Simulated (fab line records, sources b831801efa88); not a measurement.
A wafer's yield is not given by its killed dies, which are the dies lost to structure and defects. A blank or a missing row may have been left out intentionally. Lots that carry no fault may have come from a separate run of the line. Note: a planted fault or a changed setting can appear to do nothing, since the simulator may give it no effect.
Comparing a struck lot with a sound one    flow sfq_line    14 out of 325 route steps
Sound: these wafers, L730.2, L730.4, L730.5. Wafers struck: L726.1, L726.3, L726.6. The cause is given at the end.
Per side, at each step with rows, come the tool, then ch with its chambers, and then its first start. Under that, the readings that differ: sound wafers    struck wafers    difference of the means    sigmas: that difference in standard deviations of wafers without a fault.
alike: readings whose means differ by less than 2 such deviations, and words and numbers that are the same on both sides. not compared: withheld readings, readings that some wafer has no value for, bounds like >300 that may hide the same value, and numbers for which the record gives no deviation and whose values overlap.
Wherever a step has rows on one side only, a row that says differs or no value, or a row with sigmas, the two part there. When numbers do not overlap yet have no deviation, they are printed without sigmas and do not part them. A reading missing from all wafers of one side parts the sides only when that side holds two or more wafers.

SFQ_TRILAYER_M6_ETCH_METAL_ETCH_162: etches Nb in Cl2/Ar, stops on SiO2, target depth 240 nm, time 120 s.
  sound on rie_metal-03 ch 0,1, day 56 18:41; struck on rie_metal-02 ch 0,1, day 55 17:02
  alike: drypump_motor_current_A, oes_product_au
  not compared: rf_hours_counter_h
SFQ_TRILAYER_M6_STRIP_STRIP_163: strips in O2.
  sound on rie_metal-03 ch 0,1, day 56 18:48; struck on rie_metal-02 ch 0,1, day 55 17:09
  alike: drypump_motor_current_A, oes_product_au
  not compared: rf_hours_counter_h
then, 1 step without rows for these wafers: SFQ_TRILAYER_M6_STRIP_SOLV_CLEAN_164 (cleans in NMP, time 600 s).
SFQ_TRILAYER_I6_DEP_PECVD_165: deposits SiO2 from SiH4/N2O, time 111.11 s, target thk 500 nm.
  sound on pecvd-03 ch 0,1,2, day 56 19:35; struck on pecvd-03 ch 0,1, day 55 17:56
  alike: heater_power_outer_w, heater_power_w, throttle_valve_pct
SFQ_TRILAYER_I6_CMP_CMP_166: polishes SiO2.
  sound on cmp-02 ch 0,1,3, day 56 20:39; struck on cmp-02 ch 0,1,2, day 55 20:03
reading                  sound              struck             difference  sigmas
edge_zone_pressure_frac  1.011 1.004 1.011  0.996 0.984 0.997  -0.016      -3
  alike: motor_current_A, time_to_endpoint_s
SFQ_I6_BOW_MEAS_941:
  sound on film_metro-04, day 56 22:40; struck on film_metro-04, day 55 22:03
  alike: I6_BOW
SFQ_TRILAYER_I6_METRO_MEASURE_167:
  sound on film_metro-04, day 56 22:58; struck on film_metro-04, day 55 22:10
  alike: thk_nm
then, 5 steps without rows for these wafers: SFQ_TRILAYER_I6_VIA_LITHO_COAT_174 (resist thk 62 nm); SFQ_TRILAYER_I6_VIA_LITHO_COAT_169 (resist thk 650 nm); SFQ_TRILAYER_I6_VIA_LITHO_SOFTBAKE_173; SFQ_TRILAYER_I6_VIA_LITHO_EXPOSE_170 (exposes mask I6, target cd 700 nm); SFQ_TRILAYER_I6_VIA_LITHO_PEB_172 (peb time 60 s).
-- the record jumps here: 5 days lie between the struck wafers' starts before and after --
SFQ_TRILAYER_I6_VIA_LITHO_DEVELOP_171: time 60 s.
  struck on litho_track-02, day 61 02:11; sound on litho_track-02 ch 0, day 62 00:55
  no value came back on the struck wafers for chill_plate_temp_C (C), exhaust_pa (Pa); on the sound wafers chill_plate_temp_C (C) reads 23.06 23.13 22.83
reading                                                  sound            struck           difference  sigmas
model.KrF_of_TRILAYER_I6_VIA_LITHO_COAT_169.thk_nm (nm)  627 628.9 626.8  652 654.5 654.9  +26         
SFQ_I6_OVL_MEAS_942:
  sound on overlay-02, day 62 01:02; struck on overlay-01, day 61 02:20
reading      sound      struck  difference                     sigmas
I6_OVL (nm)  -11 -2 -2  - - -   no value on the struck wafers  

WHERE THEY PART
Last at SFQ_I6_OVL_MEAS_942 as far as this record goes, first at SFQ_TRILAYER_I6_CMP_CMP_166.

WHY: the cause the simulator had injected
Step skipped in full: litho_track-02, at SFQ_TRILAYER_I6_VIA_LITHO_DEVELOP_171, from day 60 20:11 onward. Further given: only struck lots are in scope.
